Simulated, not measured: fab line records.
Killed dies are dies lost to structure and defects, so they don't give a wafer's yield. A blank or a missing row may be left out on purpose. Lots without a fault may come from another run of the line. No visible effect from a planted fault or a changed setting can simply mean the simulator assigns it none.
Problem report in the 8D (eight disciplines) form, filled by code | flow sky130 | the parts of the form that need people (team, actions taken, sign-off) are left out

1. WHAT WENT WRONG
oes product au at SKY_FIELD_ISO_ETCH_17 reads a mean of 0.801 a.u. on 1 wafer of 1 lot; wafers without a fault read 1.001 a.u. with a standard deviation of 0.0092. Measured from the usual mean, that is -22 standard deviations.
The step: etches Si in HBr/Cl2/O2, target depth 342 nm, time 97.7 s.
First seen on wafer L302.4, day 5 00:58, on rie si-02. Wafers with a number at this step in the record: 27, from 9 lots. The rule behind "out" and "out of limits": a value lying over 4 standard deviations away from the usual mean. Any other wafer with a number is counted as sound.

2. WHAT THIS IS AND IS NOT
question                    | is                                 | is not
which readings at this step | oes product au, throttle valve pct | drypump motor current A
which lots                  | L302                               | L289, L290, L291, L292, L304, L305, L307, L308
which wafers of those lots  | L302.4                             | L302.2, L302.6
read on which tools         | rie si-02                          | rie si-01
when                        | from day 5 00:58                   | up to then (14 sound wafers); but 12 sound wafers of L304, L305, L307, L308 came after

3. THE SUSPECTS, EACH WITH WHAT RULES IT OUT
Counting: a tool at a process step up to the reading stays a suspect if it ran every lot that is out. Sound lots after the first of them don't rule it out here, since some wafers of a struck lot are sound.
- rie si-02 at SKY_FIELD_ISO_ETCH_17 (etches Si in HBr/Cl2/O2, target depth 342 nm, time 97.7 s): kept. L302, the lot that is out, went through it at day 5 00:58; up to then, the latest sound lot through it was L291 at day 2 16:43. Its own oes product au, throttle valve pct readings are out on those wafers.
- Within rie si-02 at SKY_FIELD_ISO_ETCH_17: the wafers that are out ran in chamber 2; their sound lot-mates ran in chambers 0, 1.
Left after counting: rie si-02 at SKY_FIELD_ISO_ETCH_17.

4. THE CAUSE (what the simulator had put in)
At SKY_FIELD_ISO_ETCH_17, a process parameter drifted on rie si-02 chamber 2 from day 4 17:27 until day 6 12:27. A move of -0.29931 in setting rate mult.
The count eliminated every tool but this one.

5. THE CHAIN OF EFFECTS, in route order
Each row: a reading whose mean over the struck wafers that have a number lies more than 3 standard deviations from the usual. Scope: only readings with a usual standard deviation given in the record; hours: median across lots of the time from each lot's start at the first step in this table that gives one to its start at this step; sigmas: change in usual standard deviations.
hours | step                  | reading            | usual      | on struck wafers | change | sigmas
0     | SKY_FIELD_ISO_ETCH_17 | oes product au     | 1.001 a.u. | 0.801            | -0.200 | -22
0     | SKY_FIELD_ISO_ETCH_17 | throttle valve pct | 25.656 %   | 25.788           | +0.132 | +13
Here are the process steps it includes:
- SKY_FIELD_ISO_ETCH_17: etches Si in HBr/Cl2/O2, target depth 342 nm, time 97.7 s.
Later steps that measure or inspect, where all struck wafers having a row at the step show a number for every such reading and not one has moved that far: SKY_SD_N_RS_MEAS_16.

6. HOW IT WOULD HAVE BEEN CAUGHT EARLIER
In this record no reading fell out of limits until day 5 00:58, 8 hours after the fault had begun at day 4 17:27.
